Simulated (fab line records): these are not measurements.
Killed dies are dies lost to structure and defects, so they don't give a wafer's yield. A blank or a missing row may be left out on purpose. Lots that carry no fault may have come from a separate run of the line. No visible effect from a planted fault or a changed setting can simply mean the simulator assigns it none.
Problem report, 8D (eight disciplines) form, completed by code :: flow sky130 :: the parts of the form that need people (team, actions taken, sign-off) are left out

## 1. WHAT WENT WRONG
On 2 wafers of 1 lot, killedAtContacts at SKY_PAD_OPEN_PROBE_99 has a mean of 116; fault-free wafers read 24, standard deviation 5.8. Measured from the usual mean, that is +16 standard deviations.
The first sign was on wafer L546.1 at day 50 11:10, on prober-01. At this step, 12 wafers from 4 lots have a number in the record. Rule for "out", or "out of limits": more than 4 standard deviations from the usual mean. The other wafers with a number count as sound.

## 2. WHAT IT IS, WHAT IT ISN'T
question: which readings at this step
is: killedAtContacts, killedDies, killedOnRim
is not: killed_at_M0_to_M3, killed_at_M4_up, killedAtFrontEnd, killedAtOther, killedOpen, killedShort

question: which lots
is: L546
is not: L528, L532, L533

question: which wafers of those lots
is: L546.1, L546.6
is not: L546.5

question: read on which tools
is: prober-01
is not: prober-02

question: when
is: from day 50 11:10
is not: up to then (9 sound wafers); but 1 sound wafer of L546 came after

## 3. WHAT RULES OUT EACH SUSPECT
Counting: if a tool at a process step up to the reading ran every lot that is out, it stays a suspect. Sound lots after the first of them don't rule it out here, since some wafers of a struck lot are sound.
- cmp-01 at SKY_CONTACT_CMP_27 (polishes, stops on SiO2, t overpolish 15 s, target thk 0 nm): kept. It processed L546, the lot that is out, at day 38 04:44, and its most recent sound lot before then was L532 at day 33 19:04.
- prober-01 at SKY_PAD_OPEN_PROBE_99: kept. It processed L546, the lot that is out, at day 50 11:10, and its most recent sound lot before then was L533 at day 47 10:32. Its own readings are out on those wafers: killedAtContacts, killedDies, killedOnRim.
- Within cmp-01 at SKY_CONTACT_CMP_27: the wafers that are out ran in chamber 2; their sound lot-mates ran in chamber 3.
Left after counting: cmp-01 at SKY_CONTACT_CMP_27, prober-01 at SKY_PAD_OPEN_PROBE_99.

## 4. THE CAUSE (what the simulator had put in)
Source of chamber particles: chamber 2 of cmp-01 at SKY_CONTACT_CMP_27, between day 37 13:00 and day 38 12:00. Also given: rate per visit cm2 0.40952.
Of the 2 suspects that counting leaves, this tool is one.

## 5. THE EFFECT CHAIN, in route order
Rows list readings where the struck wafers' mean (over those with a number) sits beyond 3 standard deviations from the usual. Readings are gone through only where the record gives a usual standard deviation; hours: the median, over the lots, of the time from a lot's start at the first step in this table giving one to that lot's start at this step; sigmas: the change measured in usual standard deviations.
hours: 0
step: SKY_PAD_OPEN_PROBE_99
reading: killedAtContacts
usual: 24
on struck wafers: 116
change: +92
sigmas: +16

hours: 0
step: SKY_PAD_OPEN_PROBE_99
reading: killedDies
usual: 86
on struck wafers: 171
change: +85
sigmas: +8.9

hours: 0
step: SKY_PAD_OPEN_PROBE_99
reading: killedOnRim
usual: 17
on struck wafers: 35
change: +18
sigmas: +4.9
The process steps in it:
- SKY_PAD_OPEN_PROBE_99

## 6. WHAT WOULD HAVE CAUGHT IT SOONER
310 hours passed between the start of the fault at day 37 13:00 and the first reading out of limits in this record, taken at day 50 11:10.
An alarm limit of 4 standard deviations would not have fired on the tool readings at SKY_CONTACT_CMP_27 for which the record gives a usual standard deviation, since none of them was out on any struck wafer.
Lots out: 1; all had begun SKY_CONTACT_CMP_27 on cmp-01 by day 50 11:10. Tool hold at that time: it would have spared none of them.
